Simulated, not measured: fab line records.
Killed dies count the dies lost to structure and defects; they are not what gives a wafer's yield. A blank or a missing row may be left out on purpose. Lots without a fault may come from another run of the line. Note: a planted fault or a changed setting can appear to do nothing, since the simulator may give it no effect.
A struck lot beside a sound one    flow sky130    43 out of 708 route steps
Sound: wafers L225.1, L225.2, L225.5. Struck: wafers L238.1, L238.4 (left out: L238.2, a lot-mate that was not struck); the cause follows at the end.
For every step that has rows: the tool of each side, followed by ch and its chambers, followed by its first start. Under that, the readings that differ: sound wafers    struck wafers    difference of the means    sigmas: that difference in standard deviations of wafers without a fault.
alike: readings whose means differ by less than 2 such deviations, and words and numbers that are the same on both sides. not compared: withheld readings, readings that some wafer has no value for, bounds like >300 that may hide the same value, and numbers for which the record gives no deviation and whose values overlap.
Wherever a step has rows on one side only, a row that says differs or no value, or a row with sigmas, the two part there. When numbers do not overlap yet have no deviation, they are printed without sigmas and do not part them. A reading that every wafer of one side lacks parts them only if that side has two wafers or more.

first, 3 steps without rows for these wafers: SKY_LDD_N_EXPOSE_04 (exposes mask NTM, target cd 840 nm); SKY_LDD_N_PEB_05; SKY_LDD_N_DEVELOP_06 (develop time 60 s).
SKY_LDD_N_OVL_MEAS_07:
  sound: overlay-02 at day 18 05:50; struck: overlay-02 at day 22 22:41
  alike: LDD_N_OVL
then, 8 steps without rows for these wafers: SKY_LDD_N_IMPLANT_08; SKY_LDD_N_IMPLANT_09; SKY_LDD_N_IMPLANT_10; SKY_LDD_N_IMPLANT_11; SKY_LDD_N_IMPLANT_12; SKY_LDD_N_IMPLANT_13; SKY_LDD_N_IMPLANT_14; SKY_LDD_N_IMPLANT_15.
SKY_LDD_N_STRIP_16: strips in O2/N2.
  sound on plasma asher-02 ch 0,1, day 18 07:09; struck on plasma asher-02 ch 0, day 22 23:55
  alike: drypump motor current A, oes product au, strip time to endpoint s
  not compared: rf hours counter h
SKY_LDD_N_TW_MEAS_17:
  sound: film metro-03 at day 18 07:15; struck: film metro-01 at day 23 00:01
  alike: LDD_N_TW
then, 7 steps without rows for these wafers: SKY_LDD_P_DEHYDRATE_00 (time 60 s); SKY_LDD_P_HMDS_01 (prime time 60 s); SKY_LDD_P_COAT_02 (resist thk 1140 nm); SKY_LDD_P_SOFTBAKE_03 (time 60 s); SKY_LDD_P_EXPOSE_04 (exposes mask PSDM, target cd 380 nm); SKY_LDD_P_PEB_05; SKY_LDD_P_DEVELOP_06 (develop time 60 s).
SKY_LDD_P_CD_MEAS_07: target cd 380 nm.
  sound: cd sem-02 at day 19 14:03; struck: cd sem-02 at day 24 06:14
reading     sound        struck   difference  sigmas
cd nm (nm)  382 381 380  374 374  -7          -2
SKY_LDD_P_OVL_MEAS_08:
  sound: overlay-01 at day 19 14:10; struck: overlay-02 at day 24 06:21
  alike: LDD_P_OVL
after that, 1 step had no rows for these wafers: SKY_LDD_P_IMPLANT_09.
SKY_LDD_P_STRIP_10: strips in O2/N2.
  sound on plasma asher-04 ch 0,1, day 19 14:22; struck on plasma asher-03 ch 0, day 24 06:32
  alike: drypump motor current A, oes product au, strip time to endpoint s
  not compared: rf hours counter h
SKY_LDD_P_TW_MEAS_11:
  sound: film metro-04 at day 19 14:28; struck: film metro-02 at day 24 06:38
  alike: LDD_P_TW
then, 7 steps without rows for these wafers: SKY_LDD_HVN_DEHYDRATE_00 (time 60 s); SKY_LDD_HVN_HMDS_01 (prime time 60 s); SKY_LDD_HVN_COAT_02 (resist thk 300 nm); SKY_LDD_HVN_SOFTBAKE_03 (time 60 s); SKY_LDD_HVN_EXPOSE_04 (exposes mask HVNTM, target cd 700 nm); SKY_LDD_HVN_PEB_05; SKY_LDD_HVN_DEVELOP_06 (develop time 60 s).
SKY_LDD_HVN_OVL_MEAS_07:
  sound: overlay-02 at day 20 21:17; struck: overlay-01 at day 25 12:44
  alike: LDD_HVN_OVL
after that, 1 step had no rows for these wafers: SKY_LDD_HVN_IMPLANT_08.
SKY_LDD_HVN_STRIP_09: strips in O2/N2.
  sound on plasma asher-03 ch 0,1, day 20 21:28; struck on plasma asher-01 ch 1, day 25 12:56
  alike: drypump motor current A, oes product au, strip time to endpoint s
  not compared: rf hours counter h
SKY_LDD_HVN_TW_MEAS_10:
  sound: film metro-02 at day 20 21:34; struck: film metro-02 at day 25 13:02
  alike: LDD_HVN_TW
then, 5 steps without rows for these wafers: SKY_LDD_HVP_DEHYDRATE_00 (time 60 s); SKY_LDD_HVP_HMDS_01 (prime time 60 s); SKY_LDD_HVP_COAT_02 (resist thk 300 nm); SKY_LDD_HVP_SOFTBAKE_03 (time 60 s); SKY_LDD_HVP_EXPOSE_04 (exposes mask HVPTM, target cd 700 nm).
-- a jump in the record: the struck wafers' starts before and after are 24 days apart (it breaks off in module LDD_HVP and resumes in module PAD_OPEN, where the first step shown is number 708 of the route) --
SKY_PAD_OPEN_PROBE_99:
  the record has rows for the struck wafers here (prober-02, day 49 06:33) and none for the sound ones

WHERE THEY PART
Earliest at SKY_LDD_P_CD_MEAS_07; latest, in this record, at SKY_PAD_OPEN_PROBE_99.

WHY: whatever the simulator had introduced
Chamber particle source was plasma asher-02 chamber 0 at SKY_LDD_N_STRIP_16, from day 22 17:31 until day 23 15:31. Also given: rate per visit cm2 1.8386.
